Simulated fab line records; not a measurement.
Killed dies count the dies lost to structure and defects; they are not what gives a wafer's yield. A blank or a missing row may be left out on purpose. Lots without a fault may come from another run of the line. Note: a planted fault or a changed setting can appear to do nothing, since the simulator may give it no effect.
fab line records ; flow sky130
record lots=14; wafers=42; lastDay=50
route steps=708 shown CAP2M@616 PAD_OPEN@708
lots with no fault: from the same line, run without faults
startH: hours from the record's first day to the start of the lot's first wafer shown ; waitH: hours from the lot's prior step to this one ; " identical to the entry in the row above ; L1.1+2: a row that stands for several wafers ; - value missing, or start not given ; * or withheld: withheld ; < > ~ a bound
route shown NAME@n: names a module that has steps shown in the file, with the first one's number in the route ; usual: the fault-free wafers' mean and standard deviation ; same: alike in all rows ; chamber/n: place in a boat ; sites: per-site readings ; _std_site: standard deviation of those values ; _edge_site: inner sites' mean taken away from outer sites' mean ; radiusMm: for every site, how far away it sits from the centre of the wafer ; mask NAME#n: copy n ; behind: the last tool/chamber to shape the wafer ; hold: why the lot was held/for how many hours/how that ended ; device: the transistor (n, p or np) that didn't switch ; end of line: tests run on the same wafers once the route is complete ; where a step has no rows: the recipe by itself ; killed: dies lost to structure and defects at the first sort, not the wafer's yield ; map: a wafer's dies, x killed, . not, _ none there
set.NAME: the setting that was run; set.NAME@STEP: the one run at that earlier step ; model.NAME: the simulator's own value behind a step, which no gauge read
steps of the route over a sample of lots; a table a step, a row a wafer
services: from which hour (startH, from the record's first day; less than 0 if before it) a tool's chamber was out of use, for how many hours, and why
## steps
# step SKY_CAP2M_METAL_ETCH_13
# recipe targetDepthNm=220; stopOn=SiO2; chemistry=Cl2/BCl3; target=TiN; pressureMtorr=10; icpW=900; biasW=48.5; Cl2_flow_sccm=60; bcl3FlowSccm=30; timeS=62.9
# usual drypumpMotorCurrentA=5.6/0.4; oesProductAu=0.941/0.0069; throttleValvePct=21.902/0.01
lot.wafer;tool;chamber;startH;waitH;drypumpMotorCurrentA;oesProductAu;rfHoursCounterH;throttleValvePct
L437.1;rieMetal-01;1;946.28;0.0;5.4;0.942;12;21.908
L437.5;rieMetal-01;0;946.28;0.0;5.7;0.935;-;21.912
L437.6;rieMetal-01;1;946.28;0.0;5.5;0.944;-;21.904
L438.2;rieMetal-04;0;951.53;0.0;6.0;0.944;12;21.907
L438.4;rieMetal-04;0;951.53;0.0;6.1;0.938;-;21.925
L438.6;rieMetal-04;0;951.53;0.0;6.1;0.949;-;21.910
L439.1;rieMetal-01;0;960.20;0.0;5.6;0.936;7;21.898
L439.4;rieMetal-01;1;960.20;0.0;5.4;0.941;-;21.911
L439.6;rieMetal-01;1;960.20;0.0;5.5;0.946;-;21.889
L441.1;rieMetal-02;0;980.45;0.0;5.3;0.934;16;21.906
L441.2;rieMetal-02;1;980.45;0.0;6.4;0.942;14;21.908
L441.6;rieMetal-02;1;980.45;0.0;6.4;0.939;-;21.904
L442.1;rieMetal-04;1;984.98;0.0;5.2;0.926;2;21.891
L442.5;rieMetal-04;0;984.98;0.0;6.1;0.934;-;21.906
L442.6;rieMetal-04;1;984.98;0.0;5.2;0.931;-;21.902
L443.3;rieMetal-02;1;994.60;0.0;6.4;0.930;-;21.912
L443.4;rieMetal-02;0;994.60;0.0;5.3;0.929;-;21.894
L443.5;rieMetal-02;1;994.60;0.0;6.4;0.933;-;21.917
L444.3;rieMetal-01;0;1004.25;0.0;5.6;0.942;-;21.904
L444.4;rieMetal-01;1;1004.25;0.0;5.4;0.937;-;21.896
L444.5;rieMetal-01;1;1004.25;0.0;5.5;0.933;-;21.908
L445.1;rieMetal-04;1;1008.08;0.0;5.2;0.925;3;21.926
L445.2;rieMetal-04;0;1008.08;0.0;6.0;0.930;15;21.914
L445.5;rieMetal-04;1;1008.08;0.0;5.2;0.932;-;21.911
L446.2;rieMetal-01;1;1013.03;0.0;5.5;0.944;14;21.907
L446.5;rieMetal-01;1;1013.03;0.0;5.5;0.936;-;21.903
L446.6;rieMetal-01;0;1013.03;0.0;5.7;0.942;-;21.881
L451.2;rieMetal-04;1;1051.39;0.0;5.2;0.939;6;21.888
L451.4;rieMetal-04;0;1051.39;0.0;6.0;0.929;-;21.906
L451.5;rieMetal-04;0;1051.39;0.0;6.1;0.937;-;21.912
L453.3;rieMetal-04;1;1059.80;0.0;5.2;0.942;-;21.903
L453.4;rieMetal-04;0;1059.80;0.0;6.1;0.940;-;21.901
L453.6;rieMetal-04;0;1059.80;0.0;6.1;0.931;-;21.907
L454.4;rieMetal-01;1;1066.80;0.1;5.5;0.945;-;21.902
L454.5;rieMetal-01;1;1066.80;0.1;5.5;0.944;-;21.912
L454.6;rieMetal-01;1;1066.80;0.1;5.5;0.953;-;21.902
L456.2;rieMetal-01;1;1080.18;0.0;5.4;0.945;20;21.898
L456.3;rieMetal-01;1;1080.18;0.0;5.4;0.945;-;21.911
L456.6;rieMetal-01;0;1080.18;0.0;5.7;0.937;-;21.899
L459.2;rieMetal-01;0;1100.24;0.0;5.7;0.938;13;21.904
L459.3;rieMetal-01;1;1100.24;0.0;5.4;0.952;-;21.883
L459.5;rieMetal-01;1;1100.24;0.0;5.5;0.956;-;21.902
# step SKY_PAD_OPEN_PROBE_99
# usual defectLimitedYield=82.2/1.9; killed_at_M0_to_M3=45/7.3; killed_at_M4_up=3.1/1.7; killedAtContacts=25/5.1; killedAtFrontEnd=15/4.5; killedAtOther=0.3/0.56; killedDies=88/9.4; killedOpen=47/6.6; killedShort=40/6.9; sort_bin_3_pad_short=0.9/0.46; sort_bin_5_function=10.5/1.5; sort_bin_6_memory=6.4/1.1; sortNPass=404/9.4; sortYieldPct=82.2/1.9
# same grossDies=492; killedAtBackSide=0; sort_bin_4_leakage[%]=0; sort_bin_8_speed[%]=0
lot.wafer;tool;chamber;startH;waitH;defectLimitedYield[%];killed_at_M0_to_M3;killed_at_M4_up;killedAtContacts;killedAtFrontEnd;killedAtOther;killedDies;killedOpen;killedShort;sort_bin_3_pad_short[%];sort_bin_5_function[%];sort_bin_6_memory[%];sortNPass;sortYieldPct[%]
L451.2;prober-02;-;1157.62;0.1;74.6;52;5;25;9;34;125;46;45;2.0;15.0;8.3;367;74.6
L451.4;prober-02;-;1157.72;0.2;84.8;51;2;13;7;2;75;32;41;0.6;10.4;4.3;417;84.8
L451.5;prober-02;-;1157.77;0.2;83.5;44;5;23;9;0;81;50;31;0.6;10.0;5.9;411;83.5
L453.3;prober-01;-;1164.62;0.2;74.2;51;2;20;16;38;127;44;45;3.0;15.4;7.3;365;74.2
L453.4;prober-01;-;1164.67;0.2;80.7;49;5;23;18;0;95;53;42;0.6;11.2;7.5;397;80.7
L453.6;prober-01;-;1164.77;0.2;79.7;53;4;23;20;0;100;52;48;1.2;12.2;6.9;392;79.7
# killed by level:class
L451.2 CAP2M:unspecified=34 VIA1:geometricParticle:open=11 VIA2:geometricParticle:open=9 LOCAL_INTERCONNECT:geometricParticle:short=8 METAL1:geometricParticle:short=6 LI_CONTACT:geometricParticle:open=5 CONTACT:geometricParticle:open=5 METAL2:geometricParticle:short=5
L451.4 METAL1:geometricParticle:short=10 VIA2:geometricParticle:open=9 VIA1:geometricParticle:open=7 CONTACT:geometricParticle:short=6 METAL2:geometricParticle:short=5 VIA3:geometricParticle:open=5 VIA2:geometricParticle:short=5 CONTACT:geometricParticle:open=4
L451.5 CONTACT:geometricParticle:open=10 LI_CONTACT:geometricParticle:open=8 VIA1:geometricParticle:open=8 VIA2:geometricParticle:open=8 METAL1:geometricParticle:short=5 VIA1:geometricParticle:short=5 POLY_GATE:geometricParticle:open=4 METAL2:geometricParticle:short=4
L453.3 CAP2M:unspecified=38 VIA1:geometricParticle:open=11 SPACER:geometricParticle:open=6 METAL1:geometricParticle:short=6 VIA3:geometricParticle:open=6 CONTACT:geometricParticle:short=5 METAL3:geometricParticle:short=5 METAL2:geometricParticle:short=5
L453.4 VIA1:geometricParticle:open=11 VIA3:geometricParticle:open=9 FIELD_ISO:geometricParticle:short=8 VIA2:geometricParticle:open=8 CONTACT:geometricParticle:open=7 LI_CONTACT:geometricParticle:open=5 METAL2:geometricParticle:open=4 METAL3:geometricParticle:short=4
L453.6 CONTACT:geometricParticle:open=12 VIA2:geometricParticle:open=12 VIA1:geometricParticle:open=11 METAL1:geometricParticle:short=7 FIELD_ISO:geometricParticle:short=6 FIELD_ISO:geometricParticle:open=5 CONTACT:geometricParticle:short=5 VIA1:geometricParticle:short=4
## services
tool;chamber;startH;hours;kind
rieMetal-04;1;925.71;-;clean
rieMetal-04;1;925.71;15.9;scheduledDown
rieMetal-04;1;925.71;15.9;ventCycle
rieMetal-01;-;946.37;10.0;pm
rieMetal-01;-;970.27;15.6;pm
rieMetal-01;0;1054.41;21.0;repair
rieMetal-01;-;1092.36;2.8;pm
## key
firstSign step=SKY_PAD_OPEN_PROBE_99; reading=killedAtOther; direction=up; sigmas=36; usual=0.3; struck=36
effect step=SKY_PAD_OPEN_PROBE_99; reading=defectLimitedYield; direction=down; sigmas=4.1; usual=82.2; struck=74.4
metAt SKY_CAP2M_METAL_ETCH_13
struckLots L451,L453
struckWafers L451.2,L453.3
onsetBetween 1008.08 1051.39
fault kind=chamberParticleSource; tool=rieMetal-04; chamber=1; onsetH=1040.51; steps=SKY_CAP2M_METAL_ETCH_13; ratePerVisitCm2=0.44892; endH=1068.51
